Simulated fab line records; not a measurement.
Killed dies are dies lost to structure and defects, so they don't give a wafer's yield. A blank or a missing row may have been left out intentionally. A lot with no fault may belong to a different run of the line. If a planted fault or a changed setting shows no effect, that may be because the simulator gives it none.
A struck lot beside a sound one / flow sky130 / 16 out of 708 route steps
Sound: these wafers, L423.3, L423.4, L423.5. Struck: wafer L430.5 (L430.1, L430.2, from the same lot, were not struck and are left out); the cause is given at the end.
Each step with rows lists, per side, the tool, then ch with its chambers, then its first start. Under that, the readings that differ: sound wafers / struck wafers / difference of the means / sigmas: that difference in standard deviations of wafers without a fault.
alike: words and numbers the same on both sides, and readings whose means are apart by under 2 such deviations; not compared: readings that were withheld, readings missing a value for some wafer, numbers with overlapping values and no deviation given by the record, and bounds like >300 which may hide the same value.
The two part at a step that has a row with sigmas, a row that says differs or no value, or rows on one side only. Non-overlapping numbers with no deviation appear without sigmas and do not part them. Lack of a reading on every wafer of one side parts them only where that side has two or more wafers.

first, 2 steps without rows for these wafers: SKY_METAL3_PEB_11; SKY_METAL3_DEVELOP_12 (develop time 60 s).
SKY_METAL3_CD_MEAS_13: the cd target is 300 nm.
  sound: cd sem-01 at day 40 03:11; struck: cd sem-01 at day 41 20:46
  alike: cd nm
SKY_METAL3_OVL_MEAS_14:
  sound: overlay-01 at day 40 03:16; struck: overlay-01 at day 41 20:53
  alike: METAL3_OVL
SKY_METAL3_DESCUM_15: chemistry O2, time 8 s.
  sound on rie metal-01 ch 0,1, day 40 03:18; struck on rie metal-01 ch 0, day 41 20:55
  alike: drypump motor current A, oes product au
  not compared: rf hours counter h
SKY_METAL3_ETCH_16: etches BARC in N2/H2, stops on SiO2, time 88.2 s, target depth 60 nm.
  sound on rie metal-01 ch 0,1, day 40 03:22; struck on rie metal-01 ch 0, day 41 20:57
  alike: drypump motor current A, h2 flow sccm, n2 flow sccm, oes product au, throttle valve pct
  not compared: rf hours counter h
then, 1 step without rows for these wafers: SKY_METAL3_ETCH_17 (etches SiO2 in C4F8/O2/Ar, stops on TiN, time 3.9 s, target depth 15 nm).
SKY_METAL3_METAL_ETCH_18: etches the open film in Cl2/BCl3, stops on SiO2, target depth 845 nm, time 183.1 s.
  sound on rie metal-02 ch 0,1, day 40 03:30; struck on rie metal-02 ch 1, day 41 21:04
reading=oes product au (a.u.); sound=0.873 0.868 0.872; struck=0.852; difference=-0.019; sigmas=-3
  alike: drypump motor current A, throttle valve pct
  not compared: rf hours counter h
SKY_METAL3_STRIP_19: strips in O2/N2.
  sound on plasma asher-04 ch 0,1, day 40 03:39; struck on plasma asher-02 ch 0, day 41 21:15
  alike: drypump motor current A, n2 flow sccm, oes product au, strip time to endpoint s
  not compared: rf hours counter h
then, 3 steps without rows for these wafers: SKY_METAL3_STRIP_20 (strips in post etch residue remover, time 1200 s); SKY_METAL3_CLEAN_21 (cleans in IPA, time 180 s); SKY_METAL3_CLEAN_22 (cleans in O3/DIW).
SKY_VIA3_HDPCVD_00: deposits SiO2, target thk 1635 nm, time 272.5 s.
  sound on hdpcvd-02 ch 0,1, day 40 04:16; struck on hdpcvd-02 ch 1, day 41 21:51
reading=sih4 flow sccm (sccm); sound=59.92 60.24 60.05; struck=47.92; difference=-12.15; sigmas=-71
reading=model.SiO2_of_VIA3_HDPCVD_00.thk nm (nm); sound=1591 1596 1595; struck=1287; difference=-307; sigmas=
SKY_VIA3_THK_MEAS_01:
  sound: film metro-03 at day 40 04:26; struck: film metro-02 at day 41 22:04
reading=VIA3_HDPCVD_THK (nm); sound=1590 1597 1594; struck=1287; difference=-307; sigmas=-13
SKY_VIA3_CMP_02: polishes SiO2.
  sound on cmp-01 ch 0,3, day 40 04:29; struck on cmp-02 ch 2, day 41 22:07
reading=motor current A (A); sound=10.1 11.1 10.5; struck=12.0; difference=+1.4; sigmas=+2
-- the record jumps here: 7 days lie between the struck wafers' starts before and after (it left off in module VIA3 and takes up again in module PAD_OPEN, whose first step shown is number 708 of the route) --
SKY_PAD_OPEN_PROBE_99:
  the record has rows for the struck wafers here (prober-02, day 48 13:40) and none for the sound ones

== WHERE THEY PART ==
Last at SKY_PAD_OPEN_PROBE_99 as far as this record goes, first at SKY_METAL3_METAL_ETCH_18.

WHY: the cause the simulator had injected
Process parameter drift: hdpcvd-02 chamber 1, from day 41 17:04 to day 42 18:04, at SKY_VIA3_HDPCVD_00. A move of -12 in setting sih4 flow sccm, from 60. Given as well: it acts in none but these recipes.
